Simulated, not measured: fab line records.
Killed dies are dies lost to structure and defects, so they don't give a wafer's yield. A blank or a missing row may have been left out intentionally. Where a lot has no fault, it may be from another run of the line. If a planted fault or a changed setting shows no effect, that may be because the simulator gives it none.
Which tool is to blame? :: flow gf180mcu :: 18 wafers from 6 lots sampled at 3 of the route's 602 steps

## WHAT EACH GAUGE READ, for each wafer
GF_VT_IMPLANT_RS_MEAS_49: measurement is done with a four-point probe.
lot: L762
measured: day 8 00:37
on: filmMetro-04
MVPSD_RS (ohm/sq): 1171 1170 1168

lot: L764
measured: day 8 15:16
on: filmMetro-02
MVPSD_RS (ohm/sq): 1160 1163 1163

lot: L768
measured: day 9 18:24
on: filmMetro-04
MVPSD_RS (ohm/sq): 1169 1173 1173

lot: L770
measured: day 10 08:02
on: filmMetro-03
MVPSD_RS (ohm/sq): 1170 1171 1169

lot: L773
measured: day 11 05:34
on: filmMetro-03
MVPSD_RS (ohm/sq): 1168 1168 1169

lot: L778
measured: day 12 23:38
on: filmMetro-03
MVPSD_RS (ohm/sq): 1277 1275 1278

## WHAT TOOL EACH LOT RAN ON (gives the tool, then ch and the chambers of the sampled wafers, and finally the start)
lot: L762
GF_STI_ETCH_14: rieSi-01 ch 0,3, day 2 11:52
GF_MVPSD_IMPLANT_09: implanter-03 ch 0, day 5 11:52

lot: L764
GF_STI_ETCH_14: rieSi-01 ch 0,1, day 2 23:46
GF_MVPSD_IMPLANT_09: implanter-01 ch 0, day 6 00:55

lot: L768
GF_STI_ETCH_14: rieSi-02 ch 0,2,3, day 3 18:23
GF_MVPSD_IMPLANT_09: implanter-03 ch 0, day 6 22:41

lot: L770
GF_STI_ETCH_14: rieSi-01 ch 1,3, day 4 05:47
GF_MVPSD_IMPLANT_09: implanter-01 ch 0, day 7 11:14

lot: L773
GF_STI_ETCH_14: rieSi-01 ch 0,1, day 4 21:23
GF_MVPSD_IMPLANT_09: implanter-03 ch 0, day 8 05:10

lot: L778
GF_STI_ETCH_14: rieSi-01 ch 0,2,3, day 5 23:23
GF_MVPSD_IMPLANT_09: implanter-03 ch 0, day 9 20:38
- GF_STI_ETCH_14: etches Si in HBr/Cl2/O2, target depth 360 nm, time 102.9 s.
- GF_MVPSD_IMPLANT_09

## THE ANSWER, worked out from the rows above alone
Rule: the lots themselves supply what counts as usual. The widest of any qualifying gaps counts: lots, ordered by their means at a reading, are off when they make up no more than a third of the lots, leave a main group of 4 or more, and stand apart from it by 3 or more times the standard deviation of that group's means. A main group whose means are all the same, to the digits that the tables above print for the reading, isn't used. A lot without any number at a reading at which 4 lots or more have one is off too. The other lots that the step has rows for count as sound.
Off: L778, seen at GF_VT_IMPLANT_RS_MEAS_49 (MVPSD_RS). Mean 1168 ohm/sq and standard deviation 3.3 in the main group.
If a tool, at a process step before that reading, ran all the lots that are off and no sound lot after the first of them, it fits. The gauges at GF_VT_IMPLANT_RS_MEAS_49 are tried like those tools. Can't be told from this: 3 tools fit, rieSi-01 at GF_STI_ETCH_14, implanter-03 at GF_MVPSD_IMPLANT_09, filmMetro-03 at GF_VT_IMPLANT_RS_MEAS_49.

## WHAT HAD BEEN PUT IN BY THE SIMULATOR
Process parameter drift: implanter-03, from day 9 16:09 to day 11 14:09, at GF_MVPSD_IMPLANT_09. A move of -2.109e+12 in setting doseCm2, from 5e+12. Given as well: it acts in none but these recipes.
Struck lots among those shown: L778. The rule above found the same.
